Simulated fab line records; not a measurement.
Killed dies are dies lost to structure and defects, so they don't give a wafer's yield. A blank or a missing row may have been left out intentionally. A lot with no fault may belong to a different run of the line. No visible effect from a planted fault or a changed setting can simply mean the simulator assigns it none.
Matching of chambers    flow sky130    SKY_FIELD_ISO_CMP_27 on cmp-01: 4 sister chambers
The step polishes, stops on Si3N4, t overpolish 16 s, target thk 457.8 nm. 4 wafers are shown with their chamber, then 8 later ones without.

== EACH WAFER AND ITS CHAMBER ==
wafer   chamber  motor-current-A (A)
L076.5  0        14.0
L086.2  1        11.1
L086.6  2        10.7
L091.3  3        10.1

== WAFERS MISSING THEIR CHAMBER ==
wafer   motor-current-A (A)
L091.5  13.9
L091.6  11.4
L095.1  11.1
L095.3  10.7
L095.6  10.9
L096.1  10.9
L096.3  13.6
L096.4  11.2

== THE CHAMBER EACH PASSED THROUGH ==
wafer   from the rows above      in truth
L091.5  0                        0
L091.6  can't be placed: 1 or 2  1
L095.1  can't be placed: 1 or 2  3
L095.3  can't be placed: 2 or 1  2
L095.6  can't be placed: 1 or 2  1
L096.1  can't be placed: 1 or 2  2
L096.3  0                        0
L096.4  can't be placed: 1 or 2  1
Correct placement for 2 of the 8. Can't be placed from these rows: 6 (the true chamber is among the candidates in 5). Wrongly placed: 0.
How it was worked out, from the rows above alone: a wafer's distance from a chamber is the root of the sum, over the readings, of the square of ((its reading less the chamber's mean) divided by the reading's scatter). If the next closest chamber is less than 2 further off than the closest, the wafer can't be placed; otherwise it belongs to the closest. A chamber's mean is the mean of its shown wafers. The scatter (one wafer shown for each chamber): square how far every hidden wafer sits from the nearest shown wafer, average those squares and take the square root.
